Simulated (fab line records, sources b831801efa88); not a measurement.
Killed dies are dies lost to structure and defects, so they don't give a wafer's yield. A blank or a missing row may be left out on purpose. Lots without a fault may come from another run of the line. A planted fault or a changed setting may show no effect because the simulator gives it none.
A struck lot beside a sound one | flow gf180mcu | 23 steps out of a route of 602
Sound: wafers L497.3, L497.4, L497.5. Struck: wafers L505.2, L505.4. (L505.5 of the same lot was not struck and is left out.) The cause comes at the end.
At each step with rows: each side's tool, then ch and its chambers, then its first start. Under that, the readings that differ: sound wafers | struck wafers | difference of the means | sigmas: that difference in standard deviations of wafers without a fault.
alike: readings whose means differ by less than 2 such deviations, and words and numbers that are the same on both sides. not compared: withheld readings, readings that some wafer has no value for, bounds like >300 that may hide the same value, and numbers for which the record gives no deviation and whose values overlap.
The two part at a step that has a row with sigmas, a row that says differs or no value, or rows on one side only. Numbers that don't overlap but have no deviation are shown without sigmas and don't part them. A reading that every wafer of one side lacks parts them only if that side has two wafers or more.

first, 2 steps without rows for these wafers: GF_HV_LDD_PEB_29; GF_HV_LDD_DEVELOP_30 (develop time 60 s).
GF_HV_LDD_CD_MEAS_31: target cd 400 nm.
  sound on cd_sem-01, day 12 04:44; struck on cd_sem-02, day 14 19:58
  alike: cd_nm
GF_HV_LDD_OVL_MEAS_32:
  sound on overlay-01, day 12 04:50; struck on overlay-02, day 14 20:05
  alike: HV_LDD_02_OVL
then, 4 steps without rows for these wafers: GF_HV_LDD_IMPLANT_33; GF_HV_LDD_IMPLANT_34; GF_HV_LDD_IMPLANT_35; GF_HV_LDD_IMPLANT_36.
GF_HV_LDD_STRIP_37: strips in O2/N2.
  sound on plasma_asher-02 ch 0,1, day 12 05:29; struck on plasma_asher-02 ch 0,1, day 14 20:43
  alike: drypump_motor_current_A, heater_power_w, oes_product_au, strip_time_to_endpoint_s
  not compared: rf_hours_counter_h
GF_HV_LDD_TW_MEAS_38:
  sound on film_metro-04, day 12 05:35; struck on film_metro-04, day 14 20:49
  alike: HV_LDD_3_TW
then, 2 steps without rows for these wafers: GF_HV_LDD_DEHYDRATE_39 (time 60 s); GF_HV_LDD_HMDS_40 (prime time 60 s).
GF_HV_LDD_COAT_41: resist thk 1000 nm.
  sound on litho_track-03 ch 0, day 12 14:46; struck on litho_track-04 ch 0, day 15 07:38
  reading                                     | sound          | struck      | difference | sigmas
  model.NOVOLAK_of_HV_LDD_COAT_41.thk_nm (nm) | 1001 1000 1001 | 764.9 760.1 | -238.2     |
then, 3 steps without rows for these wafers: GF_HV_LDD_SOFTBAKE_42 (time 60 s); GF_HV_LDD_EXPOSE_43 (exposes mask Pplus HV AREA, target cd 400 nm); GF_HV_LDD_PEB_44.
GF_HV_LDD_DEVELOP_45: develop time 60 s.
  sound on litho_track-03 ch 0, day 13 00:43; struck on litho_track-03 ch 0, day 15 18:05
  reading                                     | sound           | struck      | difference | sigmas
  model.NOVOLAK_of_HV_LDD_COAT_41.thk_nm (nm) | 1001 999.7 1001 | 764.5 759.7 | -238.5     |
GF_HV_LDD_CD_MEAS_46: target cd 400 nm.
  sound on cd_sem-02, day 13 00:52; struck on cd_sem-02, day 15 18:14
  reading    | sound             | struck      | difference | sigmas
  cd_nm (nm) | 403.0 398.7 401.5 | 425.8 427.2 | +25.4      | +11
GF_HV_LDD_OVL_MEAS_47:
  sound on overlay-01, day 13 00:57; struck on overlay-02, day 15 18:20
  reading            | sound        | struck  | difference | sigmas
  HV_LDD_03_OVL (nm) | -1.2 1.2 1.3 | 2.3 4.4 | +2.9       | +2
then, 1 step without rows for these wafers: GF_HV_LDD_IMPLANT_48.
GF_HV_LDD_STRIP_49: strips in O2/N2.
  sound on plasma_asher-01 ch 0,1, day 13 01:10; struck on plasma_asher-04 ch 1, day 15 18:31
  reading                      | sound             | struck      | difference | sigmas
  drypump_motor_current_A (A)  | 5.74 5.49 5.49    | 6.39 6.37   | +0.81      | +3
  oes_product_au (a.u.)        | 0.716 0.716 0.716 | 0.646 0.638 | -0.074     | -18
  strip_time_to_endpoint_s (s) | 12.65 12.63 12.63 | 9.88 9.81   | -2.79      | -63
  alike: heater_power_w
  not compared: rf_hours_counter_h
GF_HV_LDD_TW_MEAS_50:
  sound on film_metro-04, day 13 01:14; struck on film_metro-04, day 15 18:38
  alike: HV_LDD_4_TW
then, 1 step without rows for these wafers: GF_PASSIVATION_PROBE_99.

WHERE THEY PART
First at GF_HV_LDD_CD_MEAS_46; last, within this record, at GF_HV_LDD_STRIP_49. Later steps at which nothing parts them and some readings are alike: GF_HV_LDD_TW_MEAS_50.

WHY: what the simulator had put in
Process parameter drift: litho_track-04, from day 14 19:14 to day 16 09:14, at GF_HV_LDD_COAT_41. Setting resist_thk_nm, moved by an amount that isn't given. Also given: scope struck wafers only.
